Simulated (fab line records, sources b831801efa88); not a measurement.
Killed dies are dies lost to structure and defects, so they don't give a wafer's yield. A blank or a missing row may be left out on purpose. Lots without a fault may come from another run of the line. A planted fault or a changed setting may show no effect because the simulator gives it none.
Which tool did it? | flow gf180mcu | 24 lots, 72 wafers sampled, at 6 steps of a route of 602

WHAT THE GAUGES READ, wafer by wafer
GF_NWELL_OVL_MEAS_07. Usual: NWELL_OVL -0.1 nm, standard deviation 1.1.
lot  | measured    | on         | NWELL_OVL (nm) | flag
L074 | day 3 07:49 | overlay-02 | 0.0 -0.6 0.4   |
L075 | day 3 13:14 | overlay-02 | 2.5 0.9 0.7    |
L076 | day 3 18:17 | overlay-01 | 0.8 2.3 1.4    |
L077 | day 4 01:44 | overlay-01 | -1.2 0.6 0.9   |
L078 | day 4 05:56 | overlay-02 | 1.6 0.2 0.2    |
L079 | day 4 10:29 | overlay-01 | 0.8 0.3 -0.8   |
L080 | day 4 14:41 | overlay-02 | 0.0 -1.2 -0.7  |
L081 | day 4 21:31 | overlay-02 | -2.2 0.7 -1.3  |
L082 | day 5 03:31 | overlay-02 | 0.2 0.1 0.8    |
L083 | day 5 08:01 | overlay-01 | -0.8 0.3 -1.2  |
L084 | day 5 14:52 | overlay-01 | -1.4 1.6 -1.9  |
L085 | day 5 17:56 | overlay-01 | -1.3 -2.2 -1.2 |
L086 | day 5 23:55 | overlay-01 | -0.9 -1.7 0.5  |
L087 | day 6 04:55 | overlay-02 | -0.3 0.4 1.0   |
L088 | day 6 10:46 | overlay-01 | -0.2 0.0 -2.0  |
L089 | day 6 15:25 | overlay-02 | 0.0 -0.2 0.1   |
L090 | day 6 21:40 | overlay-01 | -0.5 0.0 0.5   |
L091 | day 7 07:31 | overlay-02 | 0.4 -0.7 -0.2  |
L092 | day 7 17:37 | overlay-01 | -0.3 -0.4 -1.6 |
L093 | day 7 17:52 | overlay-02 | 0.1 0.2 1.3    |
L094 | day 7 22:25 | overlay-01 | -1.1 -0.3 -1.0 |
L095 | day 8 04:10 | overlay-01 | -1.2 0.8 -1.7  |
L096 | day 8 12:04 | overlay-02 | -0.3 1.1 1.6   |
L097 | day 8 17:13 | overlay-02 | -2.8 -2.8 -1.3 |

GF_VT_IMPLANT_OVL_MEAS_29. Usual: VT_IMPLANT_02_OVL -0.3 nm, standard deviation 1.2.
lot  | measured     | on         | VT_IMPLANT_02_OVL (nm) | flag
L074 | day 6 21:16  | overlay-02 | 1.4 0.8 0.0            |
L075 | day 7 02:50  | overlay-01 | 0.3 -2.7 0.4           |
L076 | day 7 08:07  | overlay-01 | 0.3 0.6 -0.2           |
L077 | day 7 18:11  | overlay-02 | -2.8 -1.7 -2.1         |
L078 | day 7 22:53  | overlay-02 | -0.6 -0.9 -1.2         |
L079 | day 8 04:29  | overlay-02 | -1.2 -1.0 -2.3         |
L080 | day 8 09:13  | overlay-02 | 0.6 -1.4 -0.1          |
L081 | day 8 17:31  | overlay-02 | 1.1 0.4 -1.7           |
L082 | day 9 00:10  | overlay-01 | -1.7 -1.7 -2.3         |
L083 | day 9 06:34  | overlay-01 | -1.3 -1.2 -2.6         |
L084 | day 9 15:43  | overlay-02 | -0.1 1.7 -0.2          |
L085 | day 9 18:05  | overlay-02 | -1.1 0.0 1.8           |
L086 | day 10 02:55 | overlay-01 | -0.1 1.2 0.0           |
L087 | day 10 06:04 | overlay-02 | -1.0 1.7 -0.7          |
L088 | day 10 21:35 | overlay-02 | -0.5 -1.4 -1.2         |
L089 | day 10 22:26 | overlay-02 | -0.1 0.4 -0.1          |
L090 | day 11 02:07 | overlay-02 | 0.8 2.3 0.0            |
L091 | day 11 17:31 | overlay-01 | 0.1 -0.1 -1.9          |
L092 | day 12 02:40 | overlay-01 | -1.4 -2.6 -1.2         |
L093 | day 12 15:22 | overlay-01 | 0.5 0.0 -0.1           |
L094 | day 12 15:40 | overlay-02 | -2.2 0.3 2.0           |
L095 | day 12 17:07 | overlay-01 | 0.1 -1.3 0.9           |
L096 | day 13 07:07 | overlay-02 | 0.6 0.4 -1.0           |
L097 | day 13 09:55 | overlay-02 | 2.8 1.6 0.9            |

GF_SAB_OVL_MEAS_10. Usual: SAB_OVL 1.1 nm, standard deviation 1.4.
lot  | measured     | on         | SAB_OVL (nm)   | flag
L074 | day 15 04:08 | overlay-02 | 1.0 -1.3 0.5   |
L075 | day 15 08:32 | overlay-01 | 1.8 2.0 0.7    |
L076 | day 15 14:05 | overlay-01 | 2.0 2.0 2.3    |
L077 | day 16 03:57 | overlay-01 | 4.4 2.9 4.4    |
L078 | day 16 09:26 | overlay-01 | 0.5 2.2 1.1    |
L079 | day 16 19:15 | overlay-02 | 0.7 -1.2 -0.4  |
L080 | day 17 09:28 | overlay-02 | -0.1 -1.1 0.2  |
L081 | day 17 14:11 | overlay-02 | 1.3 3.3 1.3    |
L082 | day 17 21:41 | overlay-01 | 2.5 2.7 2.9    |
L083 | day 18 11:32 | overlay-02 | 2.4 2.1 0.5    |
L084 | day 18 18:26 | overlay-02 | 0.4 1.3 2.9    |
L085 | day 18 19:07 | overlay-01 | 2.0 1.0 0.1    |
L086 | day 19 10:43 | overlay-01 | -0.3 -2.0 -2.2 |
L087 | day 19 18:35 | overlay-02 | 3.0 0.8 2.5    |
L088 | day 20 13:14 | overlay-01 | 0.8 2.9 -0.5   |
L089 | day 20 16:45 | overlay-02 | -1.2 0.5 -0.7  |
L090 | day 20 19:35 | overlay-01 | -0.7 0.7 1.1   |
L091 | day 21 15:41 | overlay-02 | 0.1 -0.6 0.7   |
L092 | day 21 23:41 | overlay-01 | 3.9 3.8 3.0    |
L093 | day 22 14:20 | overlay-02 | -0.2 -0.3 0.8  |
L094 | day 22 15:14 | overlay-02 | 3.9 3.7 3.9    |
L095 | day 22 20:26 | overlay-02 | 1.5 1.2 -1.5   |
L096 | day 23 08:11 | overlay-01 | -0.4 1.2 0.5   |
L097 | day 23 11:41 | overlay-02 | 0.8 1.4 1.9    |

GF_V1_RS_MEAS_24: measures by four-point-probe. Usual: V1_W_RS 0.326 ohm/sq, standard deviation 0.0066.
lot  | measured     | on            | V1_W_RS (ohm/sq)  | flag
L074 | day 18 04:25 | film_metro-02 | 0.315 0.316 0.316 |
L075 | day 18 10:37 | film_metro-03 | 0.328 0.329 0.318 |
L076 | day 18 16:42 | film_metro-02 | 0.325 0.324 0.328 |
L077 | day 19 08:30 | film_metro-02 | 0.315 0.317 0.315 |
L078 | day 19 12:19 | film_metro-03 | 0.328 0.314 0.327 |
L079 | day 20 03:32 | film_metro-04 | 0.330 0.325 0.322 |
L080 | day 20 15:11 | film_metro-02 | 0.334 0.333 0.324 |
L081 | day 20 19:59 | film_metro-04 | 0.335 0.325 0.336 |
L082 | day 21 06:07 | film_metro-03 | 0.316 0.315 0.329 |
L083 | day 21 18:08 | film_metro-04 | 0.325 0.332 0.330 |
L084 | day 21 23:47 | film_metro-03 | 0.324 0.329 0.324 |
L085 | day 22 01:28 | film_metro-04 | 0.327 0.329 0.319 |
L086 | day 22 16:15 | film_metro-02 | 0.317 0.333 0.316 |
L087 | day 23 00:29 | film_metro-03 | 0.332 0.332 0.319 |
L088 | day 23 17:37 | film_metro-02 | 0.326 0.323 0.333 |
L089 | day 23 20:31 | film_metro-04 | 0.330 0.323 0.332 |
L090 | day 23 21:26 | film_metro-03 | 0.325 0.337 0.330 |
L091 | day 24 17:34 | film_metro-03 | 0.318 0.332 0.317 |
L092 | day 25 00:44 | film_metro-03 | 0.335 0.324 0.327 |
L093 | day 25 14:53 | film_metro-02 | 0.334 0.321 0.331 |
L094 | day 25 15:36 | film_metro-03 | 0.319 0.330 0.330 |
L095 | day 25 20:56 | film_metro-02 | 0.337 0.321 0.333 |
L096 | day 26 07:28 | film_metro-04 | 0.333 0.338 0.329 |
L097 | day 26 10:19 | film_metro-03 | 0.317 0.332 0.319 |

WHICH TOOL RAN EACH LOT (tool, then ch and the chambers of the sampled wafers, then the start)
lot  | GF_DUAL_GATE_STRIP_13                | GF_HV_LDD_STRIP_10
L074 | plasma_asher-02 ch 0,1, day 8 08:08  | plasma_asher-02 ch 0, day 10 02:44
L075 | plasma_asher-02 ch 0, day 8 13:41    | plasma_asher-04 ch 0,1, day 10 05:20
L076 | plasma_asher-02 ch 0,1, day 8 20:02  | plasma_asher-02 ch 0,1, day 10 09:43
L077 | plasma_asher-03 ch 0,1, day 9 05:38  | plasma_asher-02 ch 0,1, day 10 21:28
L078 | plasma_asher-02 ch 0,1, day 9 11:23  | plasma_asher-02 ch 0,1, day 11 01:55
L079 | plasma_asher-02 ch 0,1, day 9 18:28  | plasma_asher-04 ch 0,1, day 11 09:46
L080 | plasma_asher-03 ch 0,1, day 10 03:20 | plasma_asher-01 ch 0,1, day 11 22:22
L081 | plasma_asher-02 ch 0,1, day 10 06:35 | plasma_asher-04 ch 0,1, day 12 02:01
L082 | plasma_asher-04 ch 0,1, day 10 14:35 | plasma_asher-01 ch 0,1, day 12 09:55
L083 | plasma_asher-03 ch 0,1, day 10 23:50 | plasma_asher-02 ch 0,1, day 12 20:12
L084 | plasma_asher-04 ch 0,1, day 11 04:47 | plasma_asher-02 ch 0,1, day 13 02:19
L085 | plasma_asher-03 ch 0,1, day 11 06:02 | plasma_asher-04 ch 0,1, day 13 02:43
L086 | plasma_asher-03 ch 0,1, day 11 17:32 | plasma_asher-01 ch 0,1, day 13 15:34
L087 | plasma_asher-03 ch 0,1, day 11 23:14 | plasma_asher-01 ch 0,1, day 13 21:19
L088 | plasma_asher-04 ch 0,1, day 12 12:59 | plasma_asher-01 ch 0,1, day 14 13:40
L089 | plasma_asher-03 ch 0,1, day 12 15:41 | plasma_asher-04 ch 0,1, day 14 17:16
L090 | plasma_asher-02 ch 0,1, day 12 18:02 | plasma_asher-01 ch 0,1, day 14 17:31
L091 | plasma_asher-04 ch 0,1, day 13 12:20 | plasma_asher-01 ch 0,1, day 15 13:37
L092 | plasma_asher-02 ch 0,1, day 13 22:05 | plasma_asher-04 ch 0,1, day 15 22:55
L093 | plasma_asher-02 ch 0,1, day 14 09:38 | plasma_asher-01 ch 1, day 16 11:43
L094 | plasma_asher-02 ch 0,1, day 14 11:11 | plasma_asher-02 ch 0,1, day 16 13:11
L095 | plasma_asher-02 ch 0,1, day 14 15:41 | plasma_asher-04 ch 0,1, day 16 18:08
L096 | plasma_asher-03 ch 0,1, day 15 03:08 | plasma_asher-02 ch 0,1, day 17 05:46
L097 | plasma_asher-03 ch 0,1, day 15 05:56 | plasma_asher-01 ch 0,1, day 17 09:31
- GF_DUAL_GATE_STRIP_13: strips in O2/N2.
- GF_HV_LDD_STRIP_10: strips in O2/N2.

WHAT THE TOOLS THEMSELVES READ (means of the sampled wafers that have a number; where no wafer has one, the mark that the record gives instead)
GF_DUAL_GATE_STRIP_13. Usual: drypump_motor_current_A 5.7 A, standard deviation 0.42; heater_power_w 349 W, standard deviation 30; oes_product_au 0.716 a.u., standard deviation 0.0049; platen_temp_c 250.01 C, standard deviation 0.16; strip_time_to_endpoint_s 12.64 s, standard deviation 0.034.
lot  | tool            | drypump_motor_current_A (A) | heater_power_w (W) | oes_product_au (a.u.) | platen_temp_c (C) | strip_time_to_endpoint_s (s) | flag
L074 | plasma_asher-02 | 5.6                         | 378                | 0.715                 | 250.16            | 12.65                        |
L075 | plasma_asher-02 | 5.0                         | 342                | 0.709                 | 250.06            | 12.68                        |
L076 | plasma_asher-02 | 5.6                         | 375                | 0.718                 | 250.01            | 12.60                        |
L077 | plasma_asher-03 | 5.6                         | 324                | 0.716                 | 250.22            | 12.63                        |
L078 | plasma_asher-02 | 5.3                         | 360                | 0.714                 | 249.95            | 12.61                        |
L079 | plasma_asher-02 | 5.6                         | 380                | 0.712                 | 250.08            | 12.64                        |
L080 | plasma_asher-03 | 5.7                         | 326                | 0.718                 | 250.23            | 12.59                        |
L081 | plasma_asher-02 | 5.6                         | 379                | 0.718                 | 249.62            | 12.66                        |
L082 | plasma_asher-04 | 6.3                         | 327                | 0.717                 | 249.93            | 12.62                        |
L083 | plasma_asher-03 | 5.7                         | 328                | 0.715                 | 250.04            | 12.60                        |
L084 | plasma_asher-04 | 6.3                         | 327                | 0.712                 | 249.95            | 12.68                        |
L085 | plasma_asher-03 | 5.7                         | 330                | 0.715                 | 249.91            | 12.60                        |
L086 | plasma_asher-03 | 5.7                         | 331                | 0.714                 | 249.93            | 12.62                        |
L087 | plasma_asher-03 | 5.7                         | 338                | 0.717                 | 249.98            | 12.62                        |
L088 | plasma_asher-04 | 6.3                         | 334                | 0.719                 | 250.13            | 12.63                        |
L089 | plasma_asher-03 | 5.7                         | 335                | 0.718                 | 249.98            | 12.68                        |
L090 | plasma_asher-02 | 5.6                         | 382                | 0.719                 | 250.11            | 12.66                        |
L091 | plasma_asher-04 | 6.3                         | 345                | 0.715                 | 250.20            | 12.69                        |
L092 | plasma_asher-02 | 5.3                         | 361                | 0.715                 | 249.93            | 12.68                        |
L093 | plasma_asher-02 | 5.6                         | 377                | 0.721                 | 250.15            | 12.67                        |
L094 | plasma_asher-02 | 5.6                         | 382                | 0.715                 | 249.96            | 12.70                        |
L095 | plasma_asher-02 | 5.3                         | 367                | 0.716                 | 250.10            | 12.60                        |
L096 | plasma_asher-03 | 5.7                         | 339                | 0.715                 | 250.01            | 12.63                        |
L097 | plasma_asher-03 | 5.7                         | 327                | 0.709                 | 249.95            | 12.66                        |

GF_HV_LDD_STRIP_10. Usual: drypump_motor_current_A 6.1 A, standard deviation 0.51; heater_power_w 351 W, standard deviation 24; oes_product_au 0.717 a.u., standard deviation 0.0045; platen_temp_c 250.00 C, standard deviation 0.19; strip_time_to_endpoint_s 12.63 s, standard deviation 0.035.
lot  | tool            | drypump_motor_current_A (A) | heater_power_w (W) | oes_product_au (a.u.) | platen_temp_c (C) | strip_time_to_endpoint_s (s) | flag
L074 | plasma_asher-02 | 5.0                         | 344                | 0.720                 | 250.03            | 12.59                        |
L075 | plasma_asher-04 | 6.3                         | 335                | 0.715                 | 249.93            | 12.64                        |
L076 | plasma_asher-02 | 5.3                         | 361                | 0.712                 | 249.93            | 12.61                        |
L077 | plasma_asher-02 | 5.3                         | 363                | 0.714                 | 250.11            | 12.69                        |
L078 | plasma_asher-02 | 5.3                         | 366                | 0.717                 | 249.91            | 12.70                        |
L079 | plasma_asher-04 | 6.3                         | 327                | 0.721                 | 249.85            | 12.63                        |
L080 | plasma_asher-01 | 6.5                         | 347                | 0.716                 | 249.95            | 12.67                        |
L081 | plasma_asher-04 | 6.3                         | 327                | 0.718                 | 249.82            | 12.64                        |
L082 | plasma_asher-01 | 6.5                         | 354                | 0.716                 | 250.28            | 12.63                        |
L083 | plasma_asher-02 | 5.3                         | 367                | 0.717                 | 249.84            | 12.60                        |
L084 | plasma_asher-02 | 5.3                         | 366                | 0.716                 | 250.03            | 12.59                        |
L085 | plasma_asher-04 | 6.3                         | 339                | 0.713                 | 250.23            | 12.65                        |
L086 | plasma_asher-01 | 6.5                         | 351                | 0.718                 | 249.90            | 12.65                        |
L087 | plasma_asher-01 | 6.5                         | 350                | 0.717                 | 250.04            | 12.62                        |
L088 | plasma_asher-01 | 6.5                         | 343                | 0.714                 | 250.04            | 12.61                        |
L089 | plasma_asher-04 | 6.3                         | 341                | 0.717                 | 249.99            | 12.65                        |
L090 | plasma_asher-01 | 6.4                         | 344                | 0.719                 | 250.24            | 12.64                        |
L091 | plasma_asher-01 | 6.5                         | 349                | 0.715                 | 249.96            | 12.67                        |
L092 | plasma_asher-04 | 6.3                         | 336                | 0.716                 | 249.92            | 12.66                        |
L093 | plasma_asher-01 | 6.3                         | 343                | 0.716                 | 249.97            | 12.66                        |
L094 | plasma_asher-02 | 5.6                         | 386                | 0.720                 | 249.88            | 12.60                        |
L095 | plasma_asher-04 | 6.3                         | 331                | 0.718                 | 250.06            | 12.60                        |
L096 | plasma_asher-02 | 5.6                         | 379                | 0.718                 | 250.08            | 12.64                        |
L097 | plasma_asher-01 | 6.5                         | 351                | 0.720                 | 249.86            | 12.61                        |

THE ANSWER, worked out from the rows above alone
Rule: a lot is off if the mean of its wafers that have a number lies more than 3 standard deviations from the usual mean. A lot without any number at a reading at which 4 lots or more have one is off too. The other lots that the step has rows for count as sound. The gauges are gone through in route order, then the tools' own readings, and for those a lot's mean is taken as printed above. The first step at which some lot is off is used, and at that step the reading that is off furthest; a lot without a number counts as furthest.
No lot is off at any reading shown: from this, nothing can be told.

WHAT THE SIMULATOR HAD PUT IN
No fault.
